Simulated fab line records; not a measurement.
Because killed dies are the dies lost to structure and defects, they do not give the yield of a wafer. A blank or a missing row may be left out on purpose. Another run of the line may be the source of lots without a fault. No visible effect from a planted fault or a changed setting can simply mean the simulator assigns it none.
fab line records + flow sfqLine
record:
- lots: 5
- wafers: 15
- lastDay: 79
route steps=325 shown L0@13 L0V@16
lots that met no fault: taken from a fault-free run of the same line
startH: hours from the record's first day to the start of the lot's first wafer shown + waitH: hours since the lot's step before + " unchanged from the row above + L1.1+2: a single row standing in for several wafers + - value missing, or start not given + * or withheld: withheld + < > ~ a bound
route shown NAME@n: names a module that has steps shown in the file, with the first one's number in the route + usual: mean/standard deviation of fault-free wafers + same: alike in all rows + chamber/n: place in a boat + sites: each site's reading + _std_site: standard deviation across them + _edge_site: inner sites' mean taken away from outer sites' mean + radiusMm: for every site, how far away it sits from the centre of the wafer + mask NAME#n: copy n + behind: tool/chamber where the wafer was last shaped + hold: why the lot was held/for how many hours/how that ended + device: the n, p or np transistor that did not switch + end of line: tests run on the same wafers once the route is complete + for a step that has no rows: nothing shown but its recipe + killed: at the first sort, the dies lost to defects and structure; wafer yield is something else + map: a wafer's dies, x killed, . not, _ none there
set.NAME: the run value of the setting; set.NAME@STEP: its run value at that earlier step + model.NAME: the simulator's own value behind a step, which no gauge read
lots seen at some steps along the route; tables by step, rows by wafer
services: a tool's chamber out of use, with start hour (startH, from the record's first day; less than 0 if before it), hours out, and reason
== steps ==
step: SFQ_TRILAYER_L0_ETCH_METAL_ETCH_008
recipe:
- target: MoNx_KI
- stopOn: SiO2
- maskMaterial: PR
- chemistry: SF6/O2
- targetDepthNm: 50
- icpW: 600
- biasW: 80
- pressureMtorr: 10
- timeS: 25
usual:
- drypumpMotorCurrentA: 5.6/0.51
- oesProductAu: 0.874/0.0072
| lot.wafer | tool        | chamber | startH | waitH | drypumpMotorCurrentA | oesProductAu | rfHoursCounterH |
|-----------|-------------|---------|--------|-------|----------------------|--------------|-----------------|
| L075.1    | rieMetal-01 | 1       | 89.47  | 0.0   | 5.7                  | 0.876        | 1               |
| L075.3    | "           | 0       | "      | "     | 5.3                  | 0.877        | -               |
| L075.4    | "           | 1       | "      | "     | 5.7                  | 0.872        | -               |
| L080.2    | rieMetal-02 | 1       | 106.27 | 0.0   | 5.9                  | 0.876        | 169             |
| L080.4    | "           | 0       | "      | "     | 6.6                  | 0.881        | -               |
| L080.5    | "           | 1       | "      | "     | 5.9                  | 0.878        | -               |
| L081.2    | rieMetal-03 | 0       | 111.59 | 0.0   | 6.0                  | 0.870        | 197             |
| L081.3    | "           | 0       | "      | "     | 6.0                  | 0.876        | -               |
| L081.4    | "           | 1       | "      | "     | 5.0                  | 0.874        | -               |
| L084.2    | rieMetal-02 | 0       | 131.99 | 0.0   | 6.6                  | 0.873        | 85              |
| L084.4    | "           | 0       | "      | "     | 6.6                  | 0.888        | -               |
| L084.6    | "           | 0       | "      | "     | 6.6                  | 0.872        | -               |
| L087.2    | rieMetal-01 | 0       | 148.72 | 0.0   | 5.3                  | 0.887        | 35              |
| L087.3    | "           | 1       | "      | "     | 5.7                  | 0.874        | -               |
| L087.4    | "           | 0       | "      | "     | 5.3                  | 0.884        | -               |
step: SFQ_TRILAYER_L0_STRIP_STRIP_009
recipe:
- gas: O2
- powerW: 200
- platenTempC: 40
- overashFraction: 0.65
- chemistry: O2
- pressureMtorr: 50
usual:
- drypumpMotorCurrentA: 5.6/0.51
- oesProductAu: 1.001/0.0072
- platenTempC: 40.00/0.11
same:
- overashFraction: 0.65
| lot.wafer | tool        | chamber | startH | waitH | drypumpMotorCurrentA | oesProductAu | platenTempC | rfHoursCounterH |
|-----------|-------------|---------|--------|-------|----------------------|--------------|-------------|-----------------|
| L075.1    | rieMetal-01 | 1       | 89.51  | 0.0   | 5.6                  | 0.997        | 39.97       | 1               |
| L075.3    | "           | 0       | "      | "     | 5.3                  | 1.009        | 40.11       | -               |
| L075.4    | "           | 1       | "      | "     | 5.7                  | 1.000        | 40.02       | -               |
| L080.2    | rieMetal-02 | 1       | 106.31 | 0.0   | 5.9                  | 0.992        | 40.08       | 169             |
| L080.4    | "           | 0       | "      | "     | 6.6                  | 0.996        | 40.17       | -               |
| L080.5    | "           | 1       | "      | "     | 5.9                  | 0.999        | 39.92       | -               |
| L081.2    | rieMetal-03 | 0       | 111.64 | 0.0   | 5.9                  | 0.993        | 39.98       | 197             |
| L081.3    | "           | 0       | "      | "     | 6.0                  | 0.989        | 40.05       | -               |
| L081.4    | "           | 1       | "      | "     | 5.0                  | 1.010        | 39.94       | -               |
| L084.2    | rieMetal-02 | 0       | 132.04 | 0.0   | 6.6                  | 0.993        | 39.95       | 85              |
| L084.4    | "           | 0       | "      | "     | 6.6                  | 1.000        | 40.08       | -               |
| L084.6    | "           | 0       | "      | "     | 6.6                  | 0.997        | 39.93       | -               |
| L087.2    | rieMetal-01 | 0       | 148.76 | 0.0   | 5.3                  | 0.998        | 39.87       | 35              |
| L087.3    | "           | 1       | "      | "     | 5.7                  | 0.996        | 39.84       | -               |
| L087.4    | "           | 0       | "      | "     | 5.3                  | 1.005        | 40.03       | -               |
step: SFQ_TRILAYER_L0_STRIP_SOLV_CLEAN_010
recipe:
- chemistry: NMP
- tempC: 70
- timeS: 600
| lot.wafer  | tool        | chamber | startH | waitH |
|------------|-------------|---------|--------|-------|
| L075.1+3+4 | wetBench-03 | 1,5,0   | 90.11  | 0.4   |
| L080.2+4+5 | wetBench-01 | 7,1,6   | 106.91 | 0.4   |
| L081.2+3+4 | wetBench-03 | 2,6,4   | 112.24 | 0.4   |
| L084.2+4+6 | wetBench-01 | 7,5,0   | 132.64 | 0.4   |
| L087.2+3+4 | wetBench-02 | 7,6,1   | 149.36 | 0.4   |
step: SFQ_TRILAYER_L0_CAP_PECVD_011
recipe:
- material: SiO2
- tempC: 150
- timeS: 13.333
- pressureTorr: 2.4
- rfW: 183.3
- precursor: SiH4/N2O
- targetThkNm: 60
usual:
- heaterPowerW: 81/16
- throttleValvePct: 25.7/1.2
| lot.wafer | tool     | chamber | startH | waitH | heaterPowerW | throttleValvePct |
|-----------|----------|---------|--------|-------|--------------|------------------|
| L075.1    | pecvd-01 | 2       | 90.29  | 0.0   | 56           | 26.5             |
| L075.3    | "        | 1       | "      | "     | 74           | 23.9             |
| L075.4    | "        | 1       | "      | "     | 75           | 23.8             |
| L080.2    | pecvd-02 | 2       | 107.09 | 0.0   | 73           | 25.7             |
| L080.4    | "        | 2       | "      | "     | 72           | 25.9             |
| L080.5    | "        | 1       | "      | "     | 61           | 27.1             |
| L081.2    | pecvd-03 | 2       | 112.41 | 0.0   | 90           | 25.2             |
| L081.3    | "        | 1       | "      | "     | 70           | 24.6             |
| L081.4    | "        | 0       | "      | "     | 99           | 25.8             |
| L084.2    | pecvd-02 | 0       | 132.81 | 0.0   | 83           | 24.9             |
| L084.4    | "        | 0       | "      | "     | 80           | 24.5             |
| L084.6    | "        | 2       | "      | "     | 80           | 26.0             |
| L087.2    | pecvd-03 | 0       | 149.54 | 0.0   | 88           | 25.8             |
| L087.3    | "        | 2       | "      | "     | 94           | 25.3             |
| L087.4    | "        | 0       | "      | "     | 93           | 26.0             |
step: SFQ_TRILAYER_L0_VIA_LITHO_COAT_018
recipe:
- resist: BARC
- spinRpm: 3000
- resistThkNm: 62
| lot.wafer  | tool          | chamber | startH | waitH |
|------------|---------------|---------|--------|-------|
| L075.1+3+4 | lithoTrack-03 | 0       | 90.31  | 0.0   |
| L080.2+4+5 | lithoTrack-03 | 0       | 107.16 | 0.1   |
| L081.2+3+4 | lithoTrack-03 | 0       | 112.48 | 0.1   |
| L084.2+4+6 | lithoTrack-04 | 0       | 132.88 | 0.1   |
| L087.2+3+4 | lithoTrack-03 | 0       | 149.61 | 0.1   |
step: SFQ_TRILAYER_L0_VIA_LITHO_COAT_013
recipe:
- resist: KrF
- spinRpm: 3000
- resistThkNm: 650
| lot.wafer  | tool          | chamber | startH | waitH |
|------------|---------------|---------|--------|-------|
| L075.1+3+4 | lithoTrack-03 | 0       | 90.61  | 0.2   |
| L080.2+4+5 | lithoTrack-03 | 0       | 107.46 | 0.2   |
| L081.2+3+4 | lithoTrack-03 | 0       | 112.78 | 0.2   |
| L084.2+4+6 | lithoTrack-04 | 0       | 133.18 | 0.2   |
| L087.2+3+4 | lithoTrack-03 | 0       | 149.91 | 0.2   |
step: SFQ_TRILAYER_L0_VIA_LITHO_SOFTBAKE_017
recipe:
- tempC: withheld
- timeS: withheld
- resist: KrF
| lot.wafer  | tool          | chamber | startH | waitH |
|------------|---------------|---------|--------|-------|
| L075.1+3+4 | lithoTrack-03 | 0       | 90.91  | 0.2   |
| L080.2+4+5 | lithoTrack-03 | 0       | 107.74 | 0.2   |
| L081.2+3+4 | lithoTrack-03 | 0       | 113.06 | 0.2   |
| L084.2+4+6 | lithoTrack-04 | 0       | 133.46 | 0.2   |
| L087.2+3+4 | lithoTrack-03 | 0       | 150.19 | 0.2   |
step: SFQ_TRILAYER_L0_VIA_LITHO_EXPOSE_014
recipe:
- maskId: L0V
- na: 0.6
- sourceShape: conventional
- sigmaOuter: 0.65
- targetCdNm: 700
- doseMj: 21.3
| lot.wafer  | tool          | chamber | startH | waitH | mask  |
|------------|---------------|---------|--------|-------|-------|
| L075.1+3+4 | krfScanner-01 | 0       | 165.28 | -     | L0V#0 |
| L080.2+4+5 | krfScanner-01 | 0       | 184.23 | -     | L0V#0 |
| L081.2+3+4 | krfScanner-01 | 0       | 191.43 | -     | L0V#0 |
| L084.2+4+6 | krfScanner-01 | 0       | 210.63 | -     | L0V#0 |
| L087.2+3+4 | krfScanner-02 | 0       | 231.01 | -     | L0V#0 |
== services ==
| tool          | chamber | startH | hours | kind                        |
|---------------|---------|--------|-------|-----------------------------|
| rieMetal-01   | 1       | 66.90  | -     | clean                       |
| rieMetal-01   | 1       | 66.90  | -     | consumableReplace:focusRing |
| rieMetal-01   | 1       | 66.90  | 17.1  | scheduledDown               |
| rieMetal-01   | 1       | 66.90  | 17.1  | ventCycle                   |
| krfScanner-01 | -       | 69.78  | 4.0   | pm                          |
| rieMetal-02   | -       | 73.26  | 2.8   | pm                          |
| wetBench-03   | -       | 75.65  | 1.9   | pm                          |
| krfScanner-01 | -       | 78.61  | 1.3   | pm                          |
| wetBench-01   | -       | 100.24 | 1.4   | repair                      |
| krfScanner-02 | -       | 105.91 | 0.8   | pm                          |
| krfScanner-02 | -       | 106.66 | 4.4   | pm                          |
| krfScanner-01 | -       | 137.63 | 1.0   | pm                          |
| pecvd-01      | 0       | 149.08 | 3.8   | repair                      |
| krfScanner-02 | -       | 162.76 | 1.0   | pm                          |
| krfScanner-01 | -       | 171.28 | 0.8   | pm                          |
| pecvd-03      | 2       | 172.83 | 6.0   | repair                      |
| pecvd-02      | 1       | 181.03 | 5.4   | repair                      |
| pecvd-02      | -       | 194.25 | 14.0  | pm                          |
| rieMetal-02   | -       | 198.75 | 21.4  | repair                      |
| rieMetal-02   | -       | 199.00 | 1.1   | repair                      |
| krfScanner-02 | -       | 199.76 | 1.3   | pm                          |
| rieMetal-01   | -       | 201.08 | 2.8   | pm                          |
| krfScanner-01 | -       | 219.88 | 0.9   | repair                      |
| pecvd-01      | 0       | 224.12 | 6.2   | repair                      |
== key ==
fault none
